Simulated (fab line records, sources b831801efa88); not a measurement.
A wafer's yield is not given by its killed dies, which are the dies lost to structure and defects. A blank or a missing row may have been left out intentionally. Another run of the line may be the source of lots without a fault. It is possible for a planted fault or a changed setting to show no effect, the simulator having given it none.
The tool behind it: which one? ; flow sky130 ; 11 lots with 33 wafers sampled at 3 steps, on a route of 708 steps

WHAT THE GAUGES SHOWED, per wafer
SKY_VIA3_THK_MEAS_01.
lot;measured;on;VIA3_HDPCVD_THK (nm)
L942;day 38 14:52;filmMetro-01;1642 1642 1634
L943;day 39 02:54;filmMetro-03;1637 1623 1627
L944;day 39 09:23;filmMetro-01;1677 1632 1663
L946;day 39 20:28;filmMetro-02;1649 1612 1634
L947;day 40 05:08;filmMetro-03;1625 1630 1640
L949;day 40 18:03;filmMetro-01;1665 1635 1649
L960;day 44 03:08;filmMetro-01;1733 1724 1702
L961;day 44 03:30;filmMetro-01;1683 1702 1715
L963;day 44 18:37;filmMetro-03;1642 1632 1625
L964;day 44 20:32;filmMetro-01;1645 1625 1614
L965;day 45 10:34;filmMetro-03;1635 1659 1634

WHICH TOOL RAN EACH LOT (tool, then ch and the chambers of the sampled wafers, then the start)
lot;SKY_METAL3_ETCH_17;SKY_VIA3_HDPCVD_00
L942;rieDiel-01 ch 0,1, day 38 13:49;hdpcvd-02 ch 0,2, day 38 14:41
L943;rieDiel-03 ch 1,2,3, day 39 01:52;hdpcvd-01 ch 1,2, day 39 02:44
L944;rieDiel-01 ch 0,3, day 39 08:26;hdpcvd-02 ch 1,2, day 39 09:13
L946;rieDiel-03 ch 0,2,3, day 39 19:29;hdpcvd-01 ch 0,2, day 39 20:18
L947;rieDiel-01 ch 0,1,2, day 40 04:01;hdpcvd-01 ch 1,2, day 40 04:58
L949;rieDiel-01 ch 1,2, day 40 17:04;hdpcvd-02 ch 0,1, day 40 17:53
L960;rieDiel-03 ch 0,2,3, day 44 02:11;hdpcvd-02 ch 1,2, day 44 02:58
L961;rieDiel-04 ch 0,1,2, day 44 02:32;hdpcvd-02 ch 0,1,2, day 44 03:19
L963;rieDiel-04 ch 0,1, day 44 17:34;hdpcvd-01 ch 2, day 44 18:22
L964;rieDiel-04 ch 1,2,3, day 44 19:29;hdpcvd-01 ch 1,2, day 44 20:16
L965;rieDiel-04 ch 0,2,3, day 45 09:36;hdpcvd-01 ch 0,2, day 45 10:23
- SKY_METAL3_ETCH_17: etches SiO2 in C4F8/O2/Ar, stops on TiN, time 3.9 s, target depth 15 nm.
- SKY_VIA3_HDPCVD_00: deposits SiO2, target thk 1635 nm, time 272.5 s.

THE ANSWER, worked out from the rows above alone
Rule: what is usual is taken from the lots themselves. The widest of any qualifying gaps counts: lots, ordered by their means at a reading, are off when they make up no more than a third of the lots, leave a main group of 4 or more, and stand apart from it by 3 or more times the standard deviation of that group's means. Not used: any main group whose means are identical at the precision the tables above print for the reading. Also off: a lot with no number at a reading for which 4 or more lots have one. The other lots that the step has rows for count as sound.
Off: L960, L961, seen at SKY_VIA3_THK_MEAS_01 (VIA3_HDPCVD_THK). Mean 1638 nm and standard deviation 9.5 in the main group.
A tool fits if, at a process step before that reading, it ran every lot that is off, and no sound lot after the first of them. The gauges at SKY_VIA3_THK_MEAS_01 are tried like those tools. One fits: SKY_VIA3_HDPCVD_00 on hdpcvd-02. Its last sound lot is L949 (day 40 17:53), its first lot that is off L960 (day 44 02:58): a fault that began between those two fits.

WHAT HAD BEEN PUT IN BY THE SIMULATOR
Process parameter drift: hdpcvd-02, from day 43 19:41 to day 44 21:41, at SKY_VIA3_HDPCVD_00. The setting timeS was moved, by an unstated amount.
Struck lots among those shown: L960, L961. The same result came from the rule above.
